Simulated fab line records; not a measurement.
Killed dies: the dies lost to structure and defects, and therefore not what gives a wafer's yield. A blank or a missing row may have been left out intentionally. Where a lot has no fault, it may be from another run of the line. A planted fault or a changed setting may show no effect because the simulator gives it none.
Which tool was responsible?    flow gf180mcu    6 lots, 18 wafers sampled, at 2 steps of a route of 602

== WHAT THE GAUGES READ, wafer by wafer ==
GF_HV_LDD_CD_MEAS_31: the cd target is 400 nm.
lot   measured      on         cd nm (nm)
L357  day 12 05:19  cd sem-01  401.2 402.5 404.5
L359  day 13 04:14  cd sem-02  402.8 399.7 401.3
L365  day 14 19:04  cd sem-01  399.6 400.5 399.1
L368  day 16 02:16  cd sem-01  401.5 400.8 399.4
L372  day 17 01:50  cd sem-01  399.7 399.3 402.4
L375  day 18 03:58  cd sem-01  397.5 397.7 397.8

== EACH LOT AND THE TOOL THAT RAN IT (in order: tool; ch and the chambers of the sampled wafers; start) ==
lot   GF_POLY_GATE_STRIP_14
L357  plasma asher-01 ch 1, day 9 20:56
L359  plasma asher-01 ch 0,1, day 10 16:14
L365  plasma asher-02 ch 0,1, day 12 04:28
L368  plasma asher-02 ch 0,1, day 13 09:02
L372  plasma asher-04 ch 0,1, day 14 06:20
L375  plasma asher-04 ch 0,1, day 15 05:08
- GF_POLY_GATE_STRIP_14: strips in O2/N2.

== THE ANSWER, worked out from the rows above alone ==
Rule: the usual values come from the lots themselves. The widest of any qualifying gaps counts: lots, ordered by their means at a reading, are off when they make up no more than a third of the lots, leave a main group of 4 or more, and stand apart from it by 3 or more times the standard deviation of that group's means. The tables above print the reading to a certain number of digits; a main group whose means all agree to those digits is not used. A lot without any number at a reading at which 4 lots or more have one is off too. Where the step has rows for the other lots, those lots are counted as sound.
Across all readings shown, no lot is off: no conclusion can be drawn from this.

== WHAT HAD BEEN PUT IN BY THE SIMULATOR ==
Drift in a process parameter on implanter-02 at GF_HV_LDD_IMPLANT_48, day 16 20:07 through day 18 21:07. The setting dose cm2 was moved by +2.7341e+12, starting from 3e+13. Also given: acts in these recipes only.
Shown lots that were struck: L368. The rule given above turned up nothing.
